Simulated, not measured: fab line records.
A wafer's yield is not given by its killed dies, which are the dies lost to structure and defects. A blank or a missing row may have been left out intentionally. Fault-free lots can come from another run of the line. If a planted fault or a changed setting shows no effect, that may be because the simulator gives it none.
Check of tool commonality | flow sky130 | Sampled: 11 lots, 33 wafers

== REASON FOR OPENING ==
Of 11 lots, 3 have the reading CONTACT_CVD_00_THK flagged at SKY_CONTACT_THK_MEAS_01. No-fault wafers: 75.0 nm, standard deviation 0.82.
Rule: a lot gets a flag if all its wafers with a number sit over 4 standard deviations from that mean, or if no wafer of it has a number. The rest of the lots are taken to be sound.

lot  | measured     | on            | CONTACT_CVD_00_THK (nm), wafer by wafer | flag
L625 | day 31 09:50 | film_metro-01 | 74.9 77.6 77.3                          |
L626 | day 31 21:53 | film_metro-01 | 149.5 147.7 150.6                       | FLAGGED
L627 | day 32 00:37 | film_metro-02 | 150.1 150.4 152.9                       | FLAGGED
L634 | day 34 10:59 | film_metro-02 | 150.0 149.5 151.2                       | FLAGGED
L635 | day 36 07:26 | film_metro-01 | 74.4 75.0 76.1                          |
L639 | day 36 10:58 | film_metro-01 | 73.8 74.1 74.8                          |
L641 | day 36 13:26 | film_metro-03 | 75.2 76.2 76.6                          |
L642 | day 37 02:46 | film_metro-03 | 75.2 74.3 75.4                          |
L644 | day 38 06:14 | film_metro-03 | 73.5 75.2 75.5                          |
L643 | day 38 07:22 | film_metro-02 | 74.9 75.0 75.4                          |
L645 | day 38 08:20 | film_metro-01 | 75.3 74.4 75.1                          |
Average over the flagged lots: 150.2 nm; offset from the usual +75.2 nm, equal to +92 standard deviations.

== WHICH TOOL RAN EACH LOT ==
The record holds 2 process steps before the reading, out of a route of 708 steps. Each cell gives the tool, then ch followed by the chambers the sampled wafers passed through, then the start.
lot  | flag    | SKY_SD_P_STRIP_10                    | SKY_CONTACT_CVD_00
L625 |         | plasma_asher-01 ch 0,1, day 26 13:26 | pecvd-04 ch 1,2, day 31 09:47
L626 | FLAGGED | plasma_asher-03 ch 0,1, day 26 23:44 | pecvd-04 ch 0,1,2, day 31 21:00
L627 | FLAGGED | plasma_asher-03 ch 0,1, day 27 03:56 | pecvd-01 ch 0,1,2, day 32 00:00
L634 | FLAGGED | plasma_asher-04 ch 0,1, day 29 18:44 | pecvd-04 ch 0,2, day 34 10:00
L635 |         | plasma_asher-03 ch 0,1, day 31 16:23 | pecvd-01 ch 1,2, day 36 07:23
L639 |         | plasma_asher-04 ch 0,1, day 31 18:17 | pecvd-03 ch 1,2, day 36 10:55
L641 |         | plasma_asher-03 ch 0,1, day 31 21:05 | pecvd-04 ch 1,2, day 36 13:24
L642 |         | plasma_asher-04 ch 0,1, day 32 11:08 | pecvd-03 ch 0,1,2, day 37 02:44
L644 |         | plasma_asher-04 ch 0,1, day 33 16:32 | pecvd-03 ch 0,1,2, day 38 06:11
L643 |         | plasma_asher-03 ch 0,1, day 33 17:11 | pecvd-01 ch 0,2, day 38 07:20
L645 |         | plasma_asher-03 ch 0,1, day 33 18:17 | pecvd-04 ch 0,1,2, day 38 08:18
What is done by these steps:
- SKY_SD_P_STRIP_10: strips in O2/N2.
- SKY_CONTACT_CVD_00: deposits Si3N4, target thk 75 nm.
- SKY_CONTACT_THK_MEAS_01

== FLAGGED OVER TOTAL, TOOL BY TOOL (the gauges that took the reading come last) ==
step                    | tool            | lots run | flagged | share of the flagged lots | sound lots run after its first flagged lot
SKY_SD_P_STRIP_10       | plasma_asher-01 | 1        | 0       | none                      | -
SKY_SD_P_STRIP_10       | plasma_asher-03 | 6        | 2       | some                      | 4 (L635,L641,L643,L645)
SKY_SD_P_STRIP_10       | plasma_asher-04 | 4        | 1       | some                      | 3 (L639,L642,L644)
SKY_CONTACT_CVD_00      | pecvd-01        | 3        | 1       | some                      | 2 (L635,L643)
SKY_CONTACT_CVD_00      | pecvd-03        | 3        | 0       | none                      | -
SKY_CONTACT_CVD_00      | pecvd-04        | 5        | 2       | some                      | 2 (L641,L645)
SKY_CONTACT_THK_MEAS_01 | film_metro-01   | 5        | 1       | some                      | 3 (L635,L639,L645)
SKY_CONTACT_THK_MEAS_01 | film_metro-02   | 3        | 2       | some                      | 1 (L643)
SKY_CONTACT_THK_MEAS_01 | film_metro-03   | 3        | 0       | none                      | -

== WHAT THE TABLE ALLOWS ==
No row of the table ran every flagged lot.

== WHAT THE SIMULATOR HAD PUT IN ==
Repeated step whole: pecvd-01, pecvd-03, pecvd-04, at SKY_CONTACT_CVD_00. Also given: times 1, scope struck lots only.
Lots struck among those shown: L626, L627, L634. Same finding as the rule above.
